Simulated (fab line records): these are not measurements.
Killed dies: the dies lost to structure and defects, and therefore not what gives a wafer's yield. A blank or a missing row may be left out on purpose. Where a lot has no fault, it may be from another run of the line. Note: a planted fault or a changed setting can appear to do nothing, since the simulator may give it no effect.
The same fault as seen by 2 desks / flow sky130 / what lay behind the numbers comes last; until then each desk has only its own

== AT THE METROLOGY DESK ==
What the gauges read for every lot (on any tool): the sampled wafers with a number, averaged. The brackets show how far a lot's mean lies from the usual mean; more than 4 standard deviations puts the lot out of limits, marked OUT. 7 of its 8 readings are shown, namely those furthest out on some lot.
Columns: A = PWDE_OVL at SKY_PWDE_OVL_MEAS_07, usual 0.0 nm; B = PWDE_TW at SKY_PWDE_TW_MEAS_10, usual 372; C = NWELL_00_OVL at SKY_NWELL_OVL_MEAS_10, usual 0.9 nm; D = NWELL_TW at SKY_NWELL_TW_MEAS_15, usual 1814; E = NWELL_2_TW at SKY_NWELL_TW_MEAS_26, usual 492; F = NWELL_RS at SKY_NWELL_RS_MEAS_29, usual 624.8 ohm/sq; G = PWDE_RS at SKY_NWELL_RS_MEAS_31, usual 5280 ohm/sq
lot=L695; first seen here=day 4 12:30; A=-1.3; B=366; C=2.4; D=1804; E=500; F=626.2; G=5281
lot=L701; first seen here=day 5 22:49; A=2.6; B=375; C=0.3; D=1830; E=492; F=626.3; G=5279
lot=L702; first seen here=day 6 04:30; A=3.0; B=370; C=1.3; D=1777; E=492; F=625.1; G=5304
lot=L708; first seen here=day 7 12:32; A=0.4; B=371; C=0.1; D=1841; E=488; F=625.3; G=5279
lot=L713; first seen here=day 8 19:24; A=-1.3; B=377; C=1.6; D=1788; E=489; F=625.5; G=5300
lot=L714; first seen here=day 8 23:53; A=-0.6; B=366; C=-0.4; D=1828; E=489; F=625.2; G=5296
Finding of this desk: none of the 6 lots has anything out of limits.

== FOR THE TOOL OWNER'S DESK: iline stepper-01 ==
The tool's own readings at SKY_NWELL_EXPOSE_07 (exposes mask NWM, target cd 840 nm): means of the sampled wafers that have a number, for each lot that ran on this tool. The brackets show how far a lot's mean lies from the usual mean; more than 4 standard deviations puts the lot out of limits, marked OUT.
Columns: A = reticle temp C at SKY_NWELL_EXPOSE_07, usual 23.02 C
lot=L701; first seen here=day 6 08:32; A=22.97
lot=L702; first seen here=day 6 14:19; A=23.12
lot=L713; first seen here=day 9 06:43; A=23.10
Finding of this desk: none of the 3 lots has anything out of limits.

== PUT TOGETHER ==
From the metrology desk's view, nothing was out of limits.
The desk of the tool owner found nothing out of limits.

== WHAT HAD BEEN PUT IN BY THE SIMULATOR ==
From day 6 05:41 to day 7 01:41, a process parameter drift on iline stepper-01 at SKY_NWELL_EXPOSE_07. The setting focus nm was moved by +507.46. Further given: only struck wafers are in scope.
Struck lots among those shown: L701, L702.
